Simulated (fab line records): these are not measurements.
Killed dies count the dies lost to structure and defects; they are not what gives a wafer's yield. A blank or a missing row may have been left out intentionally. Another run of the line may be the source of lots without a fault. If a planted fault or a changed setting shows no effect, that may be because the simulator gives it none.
Check of tool commonality    flow gf180mcu    13 lots, 39 wafers sampled

## REASON FOR OPENING
GF_VT_IMPLANT_TW_MEAS_43, reading VT_IMPLANT_4_TW: flagged on 1 of 13 lots. Wafers without a fault read 685, standard deviation 7.3.
Rule: flag the lot when none of its wafers has a number, or when each of its wafers that has one lies beyond 4 standard deviations from that mean. The other lots count as sound.

lot   measured      on             VT_IMPLANT_4_TW, wafer by wafer  flag
L644  day 7 13:14   film-metro-02  694 692 691                      
L645  day 7 15:35   film-metro-01  693 697 689                      
L648  day 8 14:42   film-metro-01  696 689 697                      
L649  day 8 21:48   film-metro-01  697 693 696                      
L651  day 9 16:17   film-metro-02  686 684 683                      
L652  day 9 17:07   film-metro-02  686 682 685                      
L653  day 10 00:19  film-metro-01  697 696 696                      
L655  day 10 23:29  film-metro-02  30 30 30                         FLAGGED
L659  day 11 23:53  film-metro-04  681 677 678                      
L660  day 12 05:05  film-metro-02  684 689 687                      
L663  day 12 20:36  film-metro-02  683 687 683                      
L665  day 13 07:36  film-metro-01  683 685 680                      
L667  day 13 23:42  film-metro-01  683 682 684                      
The mean of the flagged lots' numbers is 30, -655 from the usual (-90 standard deviations).

## TOOL THAT RAN EACH LOT
The record keeps 1 process step preceding the reading, out of 602 steps on the route. Read each cell as the tool, then ch plus the chambers that the sampled wafers visited, then the start.
lot   flag     GF_VT_IMPLANT_EXPOSE_37
L644           iline-stepper-02 ch 0, day 7 04:11
L645           iline-stepper-02 ch 0, day 7 07:46
L648           iline-stepper-02 ch 0, day 8 06:40
L649           iline-stepper-01 ch 0, day 8 12:42
L651           iline-stepper-02 ch 0, day 9 07:26
L652           iline-stepper-02 ch 0, day 9 07:58
L653           iline-stepper-01 ch 0, day 9 15:34
L655  FLAGGED  iline-stepper-01 ch 0, day 10 15:20
L659           iline-stepper-02 ch 0, day 11 14:08
L660           iline-stepper-01 ch 0, day 11 19:28
L663           iline-stepper-01 ch 0, day 12 10:57
L665           iline-stepper-01 ch 0, day 12 21:20
L667           iline-stepper-01 ch 0, day 13 12:42
What is done by these steps:
- GF_VT_IMPLANT_EXPOSE_37: exposes mask Nwell HV AREA, target cd 860 nm.
- GF_VT_IMPLANT_TW_MEAS_43

## FLAGGED OVER TOTAL, TOOL BY TOOL (the gauges that took the reading come last)
step                      tool              lots run  flagged  share of the flagged lots  sound lots run after its first flagged lot
GF_VT_IMPLANT_EXPOSE_37   iline-stepper-01  7         1        all                        4 (L660,L663,L665,L667)
GF_VT_IMPLANT_EXPOSE_37   iline-stepper-02  6         0        none                       -
GF_VT_IMPLANT_TW_MEAS_43  film-metro-01     6         0        none                       -
GF_VT_IMPLANT_TW_MEAS_43  film-metro-02     6         1        all                        2 (L660,L663)
GF_VT_IMPLANT_TW_MEAS_43  film-metro-04     1         0        none                       -

## WHAT THE TABLE ALLOWS
Table rows that saw every flagged lot: 2, namely iline-stepper-01 at GF_VT_IMPLANT_EXPOSE_37 and film-metro-02 at GF_VT_IMPLANT_TW_MEAS_43.
- iline-stepper-01 at GF_VT_IMPLANT_EXPOSE_37: 1 of its 7 lots flagged. After the first flagged lot (L660, L663, L665, L667), sound lots still ran on it; a lasting fault on the whole tool would not permit that.
- film-metro-02 at GF_VT_IMPLANT_TW_MEAS_43: 1 of its 6 lots flagged. After the first flagged lot (L660, L663), sound lots still ran on it; a lasting fault on the whole tool would not permit that.
Not one row of the table ran every flagged lot while running no sound lot after the first.

## WHAT HAD BEEN PUT IN BY THE SIMULATOR
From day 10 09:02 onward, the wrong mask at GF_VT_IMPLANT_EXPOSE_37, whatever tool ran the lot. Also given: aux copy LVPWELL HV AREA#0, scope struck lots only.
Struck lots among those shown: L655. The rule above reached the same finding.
